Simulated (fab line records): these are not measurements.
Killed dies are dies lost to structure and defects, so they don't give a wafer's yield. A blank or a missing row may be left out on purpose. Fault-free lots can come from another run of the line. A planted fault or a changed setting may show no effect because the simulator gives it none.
Struck lot and sound lot, side by side / flow sky130 / 18 steps out of a route of 708
Sound: wafers L786.2, L786.3, L786.4. Wafers L799.2, L799.4, L799.6 were the ones struck. Last of all comes the cause.
Each step with rows lists, per side, the tool, then ch with its chambers, then its first start. Under that, the readings that differ: sound wafers / struck wafers / difference of the means / sigmas: that difference in standard deviations of wafers without a fault.
alike: words and numbers the same on both sides, and readings whose means are apart by under 2 such deviations; not compared: readings that were withheld, readings missing a value for some wafer, numbers with overlapping values and no deviation given by the record, and bounds like >300 which may hide the same value.
The two part at a step that has a row with sigmas, a row that says differs or no value, or rows on one side only. Numbers that have no deviation but don't overlap get no sigmas and don't part them. Lack of a reading on every wafer of one side parts them only where that side has two or more wafers.

first, 3 steps without rows for these wafers: SKY_SONOS_ONO_WET_ETCH_18 (etches Si3N4 in H3PO4, target depth 15 nm, time 172 s); SKY_GATE_OXIDE_CLEAN_00 (cleans in SC1/SC2, time 150 s); SKY_GATE_OXIDE_OXIDATION_01 (stabilise 600 s, purge 300 s, target thk 10.268 nm).
SKY_GATE_OXIDE_THK_MEAS_02:
  sound on filmMetro-03 at day 13 06:11; struck on filmMetro-04 at day 18 12:07
  alike: GATE_OXIDE_OXIDATION_00_THK
then, 7 steps without rows for these wafers: SKY_GATE_OXIDE_DEHYDRATE_03 (time 60 s); SKY_GATE_OXIDE_HMDS_04 (prime time 60 s); SKY_GATE_OXIDE_COAT_05 (resist thk 1140 nm); SKY_GATE_OXIDE_SOFTBAKE_06 (time 60 s); SKY_GATE_OXIDE_EXPOSE_07 (exposes mask LVOM, target cd 600 nm); SKY_GATE_OXIDE_PEB_08; SKY_GATE_OXIDE_DEVELOP_09 (develop time 60 s).
SKY_GATE_OXIDE_OVL_MEAS_10:
  sound on overlay-01 at day 14 08:00; struck on overlay-02 at day 19 18:35
  alike: GATE_OXIDE_OVL
SKY_GATE_OXIDE_IMPLANT_11:
  sound on implanter-02 ch 0, day 14 08:03; struck on implanter-02 ch 0, day 19 18:57
  alike: beamEnergyKeV
then, 1 step without rows for these wafers: SKY_GATE_OXIDE_WET_ETCH_12 (etches SiO2 in dHF, target depth 16.8 nm, time 331.5 s).
SKY_GATE_OXIDE_STRIP_13: strips in O2/N2.
  sound on plasmaAsher-02 ch 0,1, day 14 08:18; struck on plasmaAsher-01 ch 0,1, day 19 19:11
  alike: chamberPressureMTorr, drypumpMotorCurrentA, n2FlowSccm, oesProductAu, stripTimeToEndpointS
  not compared: rfHoursCounterH
SKY_GATE_OXIDE_TW_MEAS_14:
  sound on filmMetro-01 at day 14 08:25; struck on filmMetro-04 at day 19 19:17
reading=GATE_OXIDE_TW; sound=222.4 222.4 222.4; struck=279.0 276.2 276.7; difference=+54.9; sigmas=+22
then, 1 step without rows for these wafers: SKY_GATE_OXIDE_CLEAN_15 (cleans in SC1/SC2, time 150 s).
-- a jump in the record: the struck wafers' starts before and after are 30 days apart (it breaks off in module GATE_OXIDE and resumes in module PAD_OPEN, where the first step shown is number 708 of the route) --
SKY_PAD_OPEN_PROBE_99:
  rows exist in the record for the struck wafers here (prober-02, day 49 23:37), but not for the sound ones

## WHERE THEY PART
Earliest at SKY_GATE_OXIDE_TW_MEAS_14; latest, in this record, at SKY_PAD_OPEN_PROBE_99.

WHY: what had been put in by the simulator
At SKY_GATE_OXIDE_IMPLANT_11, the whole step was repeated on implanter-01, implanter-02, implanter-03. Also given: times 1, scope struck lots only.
